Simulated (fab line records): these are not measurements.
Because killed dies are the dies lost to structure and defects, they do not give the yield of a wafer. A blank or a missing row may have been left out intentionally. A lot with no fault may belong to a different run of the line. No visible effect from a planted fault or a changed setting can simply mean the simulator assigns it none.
Comparing a struck lot with a sound one -- flow sky130 -- 17 out of 708 route steps
Sound: the wafers L841.1, L841.4, L841.6. The struck wafers were L847.1, L847.2, L847.3. Last of all comes the cause.
At each step with rows: each side's tool, then ch and its chambers, then its first start. Under that, the readings that differ: sound wafers -- struck wafers -- difference of the means -- sigmas: that difference in standard deviations of wafers without a fault.
alike: a reading whose means differ by less than 2 such deviations, as well as words and numbers matching on both sides. not compared: withheld readings; readings where some wafer has no value; bounds like >300 that might hide an equal value; numbers whose values overlap and for which the record gives no deviation.
Wherever a step has rows on one side only, a row that says differs or no value, or a row with sigmas, the two part there. Numbers that have no deviation but don't overlap get no sigmas and don't part them. A reading that every wafer of one side lacks parts them only if that side has two wafers or more.

SKY_LDD_HVN_OVL_MEAS_07:
  sound on overlay-02 at day 21 15:56; struck on overlay-01 at day 23 18:49
  alike: LDD_HVN_OVL
following that, these wafers have no rows for 1 step: SKY_LDD_HVN_IMPLANT_08.
SKY_LDD_HVN_STRIP_09: strips in O2/N2.
  sound on plasma-asher-04 ch 0, day 21 16:07; struck on plasma-asher-04 ch 0,1, day 23 19:00
  alike: chamber-pressure-mTorr, drypump-motor-current-A, oes-product-au, strip-time-to-endpoint-s
  not compared: rf-hours-counter-h
SKY_LDD_HVN_TW_MEAS_10:
  sound on film-metro-03 at day 21 16:13; struck on film-metro-04 at day 23 19:06
  alike: LDD_HVN_TW
then, 7 steps without rows for these wafers: SKY_LDD_HVP_DEHYDRATE_00 (time 60 s); SKY_LDD_HVP_HMDS_01 (prime time 60 s); SKY_LDD_HVP_COAT_02 (resist thk 300 nm); SKY_LDD_HVP_SOFTBAKE_03 (time 60 s); SKY_LDD_HVP_EXPOSE_04 (exposes mask HVPTM, target cd 700 nm); SKY_LDD_HVP_PEB_05; SKY_LDD_HVP_DEVELOP_06 (develop time 60 s).
SKY_LDD_HVP_OVL_MEAS_07:
  sound on overlay-02 at day 22 22:59; struck on overlay-02 at day 25 01:01
  alike: LDD_HVP_OVL
SKY_LDD_HVP_IMPLANT_08:
  sound on implanter-02 ch 0, day 22 23:01; struck on implanter-02 ch 0, day 25 01:03
reading,sound,struck,difference,sigmas
dose-ions-cm2,1.6985e+13 1.6996e+13 1.6996e+13,1.92e+13 1.9218e+13 1.9214e+13,+2.22e+12,+99 or more
faraday-current-uA,97.7 94.7 96.0,107.5 106.4 106.4,+10.6,+6
SKY_LDD_HVP_STRIP_09: strips in O2/N2.
  sound on plasma-asher-03 ch 0,1, day 22 23:10; struck on plasma-asher-03 ch 0,1, day 25 01:12
  alike: chamber-pressure-mTorr, drypump-motor-current-A, oes-product-au, strip-time-to-endpoint-s
  not compared: rf-hours-counter-h
SKY_LDD_HVP_TW_MEAS_10:
  sound on film-metro-02 at day 22 23:16; struck on film-metro-02 at day 25 01:18
reading,sound,struck,difference,sigmas
LDD_HVP_TW,461 461 463,476 475 475,+14,+3
then, 1 step without rows for these wafers: SKY_LDD_LDN_DEHYDRATE_00 (time 60 s).
-- here the record skips 23 days between the struck wafers' starts before and after, leaving off in module LDD_LDN and picking up in module PAD_OPEN (first step shown: number 708 of the route) --
SKY_PAD_OPEN_PROBE_99:
  sound on prober-01 at day 46 18:14; struck on prober-01 at day 48 05:36
reading,sound,struck,difference,sigmas
model.etest.tip_p_5v.rs-ohm-sq,2863 2868 2869,2600 2595 2615,-263,
  alike: killed_at_M0_to_M3, killed_at_M4_up, killed-at-contacts, killed-at-front-end, killed-at-other, killed-dies, killed-on-rim, killed-open, killed-short

WHERE THEY PART
At SKY_LDD_HVP_IMPLANT_08 first; at SKY_LDD_HVP_TW_MEAS_10 last (within this record only). Later steps at which nothing parts them and some readings are alike: SKY_PAD_OPEN_PROBE_99.

WHY: the cause the simulator had injected
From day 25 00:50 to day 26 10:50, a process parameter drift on implanter-02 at SKY_LDD_HVP_IMPLANT_08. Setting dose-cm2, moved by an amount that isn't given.
